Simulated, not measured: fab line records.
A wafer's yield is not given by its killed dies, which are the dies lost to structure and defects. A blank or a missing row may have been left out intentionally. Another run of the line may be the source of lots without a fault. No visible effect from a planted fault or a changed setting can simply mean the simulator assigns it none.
Split-lot study    flow sfq_line    27 wafers read from 5 lots, route of 325 steps

THE SPLIT ITSELF
At SFQ_TRILAYER_M7_ETCH_METAL_ETCH_180 (etches Nb in Cl2/Ar, stops on SiO2, target depth 240 nm, time 120 s), the setting time_s was moved away from the recipe's 120 s on 9 of the 27 wafers read, by -38.5% to -16.7%. The other wafers ran this setting at the recipe's value.

The reading comes from the split's own step.

THE READING
oes_product_au, in a.u., at SFQ_TRILAYER_M7_ETCH_METAL_ETCH_180 (etches Nb in Cl2/Ar, stops on SiO2, target depth 240 nm, time 120 s). On this fab line, fault-free wafers typically give 0.894 a.u. with a standard deviation of 0.0087 a.u.

wafer   tool, chamber at the split  time_s as run, s  against the recipe  oes_product_au, a.u.  against lot-mates on the recipe
L074.1  rie_metal-03, 1             76.35             -36.4%              0.999                 +0.107
L074.2  rie_metal-03, 1             76.35             -36.4%              0.998                 +0.106
L074.3  rie_metal-03, 1             76.35             -36.4%              0.997                 +0.105
L074.4  rie_metal-03, 1             120               recipe              0.896                 -
L074.5  rie_metal-03, 1             120               recipe              0.885                 -
L074.6  rie_metal-03, 1             120               recipe              0.895                 -
L077.1  rie_metal-01, 1             120               recipe              0.896                 -
L077.2  rie_metal-01, 0             99.93             -16.7%              0.989                 +0.088
L077.3  rie_metal-01, 0             99.93             -16.7%              0.982                 +0.081
L077.4  rie_metal-01, 1             120               recipe              0.900                 -
L077.5  rie_metal-01, 0             120               recipe              0.906                 -
L077.6  rie_metal-01, 1             99.93             -16.7%              0.974                 +0.073
L078.1  rie_metal-01, 1             73.85             -38.5%              0.977                 +0.080
L078.2  rie_metal-01, 0             120               recipe              0.899                 -
L078.3  rie_metal-01, 0             120               recipe              0.894                 -
L078.4  rie_metal-01, 1             120               recipe              0.898                 -
L078.5  rie_metal-01, 1             73.85             -38.5%              0.976                 +0.079
L078.6  rie_metal-01, 0             73.85             -38.5%              0.992                 +0.095
L079.1  rie_metal-03, 1             120               recipe              0.889                 -
L079.2  rie_metal-03, 1             120               recipe              0.884                 -
L079.3  rie_metal-03, 1             120               recipe              0.879                 -
L079.4  rie_metal-03, 1             120               recipe              0.899                 -
L079.5  rie_metal-03, 1             120               recipe              0.876                 -
L079.6  rie_metal-03, 1             120               recipe              0.893                 -
L084.2  rie_metal-01, 1             120               recipe              0.896                 -
L084.3  rie_metal-01, 0             120               recipe              0.901                 -
L084.4  rie_metal-01, 1             120               recipe              0.911                 -

THE FIT
A straight line over all 27 wafers: oes_product_au changes by -0.00268 a.u. for each +1% of time_s; r = -0.93; the points scatter about the line by 0.017 a.u.
The same after taking each lot's own level away (the mean of its wafers on the recipe; 27 wafers): -0.00265 a.u. for each +1%; r = -0.94; scatter 0.015 a.u.
On that fit, the largest move of time_s shifts the reading by 0.1 a.u.
The span of the lots' own levels, 0.8867 to 0.9027 a.u., comes to 1.8 times the standard deviation stated above.
The two slopes are in agreement: the lot-to-lot level therefore moves the slope only a little.
Check: +0.11 a.u. against its lot-mates is what the line predicts for one of the wafers moved furthest among these (-38.5%) when that wafer is left out of the fit. It came out at +0.08 a.u. against them.
Tool readings at the split's step, against how far the setting was moved: oes_product_au r = -0.93.

THE OTHER SPLITS THESE WAFERS WENT THROUGH
Note: prior to the reading, these wafers also went through further splits. Each is held against what the fit with the lots' levels taken away leaves over:
other split on the same wafers                     wafers away from the commonest value  r with oes_product_au (lot level and that fit taken away)
SFQ_TRILAYER_M5_BARC_OPEN_METAL_ETCH_161 time_s    9                                     -0.41
SFQ_TRILAYER_R5_ETCH_METAL_ETCH_139 time_s         9                                     -0.20
SFQ_TRILAYER_M6_ETCH_METAL_ETCH_162 time_s         9                                     +0.25
SFQ_TRILAYER_I6_VIA_BARC_OPEN_VIA_ETCH_235 time_s  12                                    -0.10

THE WHOLE CHAIN: every reading that the file lists as answering this split, in the file's order
step                                 what it does                                                         reading                                                                                    change (the file's fit)                    r (the file's)
SFQ_TRILAYER_M7_ETCH_METAL_ETCH_180  etches Nb in Cl2/Ar, stops on SiO2, target depth 240 nm, time 120 s  oes_product_au                                                                             -0.00275 a.u. for each +1% of the setting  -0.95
SFQ_TRILAYER_M7_ETCH_METAL_ETCH_180  etches Nb in Cl2/Ar, stops on SiO2, target depth 240 nm, time 120 s  KrF_of_TRILAYER_M7_LITHO_COAT_177.thk_nm (the simulator's own value, which no gauge read)  -1.39 nm for each +1% of the setting       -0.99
SFQ_TRILAYER_M7_ETCH_METAL_ETCH_180  etches Nb in Cl2/Ar, stops on SiO2, target depth 240 nm, time 120 s  M7.feature_depth_nm (the simulator's own value, which no gauge read)                       +1.3 nm for each +1% of the setting        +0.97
SFQ_TRILAYER_M7_ETCH_METAL_ETCH_180  etches Nb in Cl2/Ar, stops on SiO2, target depth 240 nm, time 120 s  etch.depth_nm (the simulator's own value, which no gauge read)                             +1.35 nm for each +1% of the setting       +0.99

FILE'S OWN FIT
oes_product_au changes by -0.00275 a.u. for each +1% of time_s, r = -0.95.
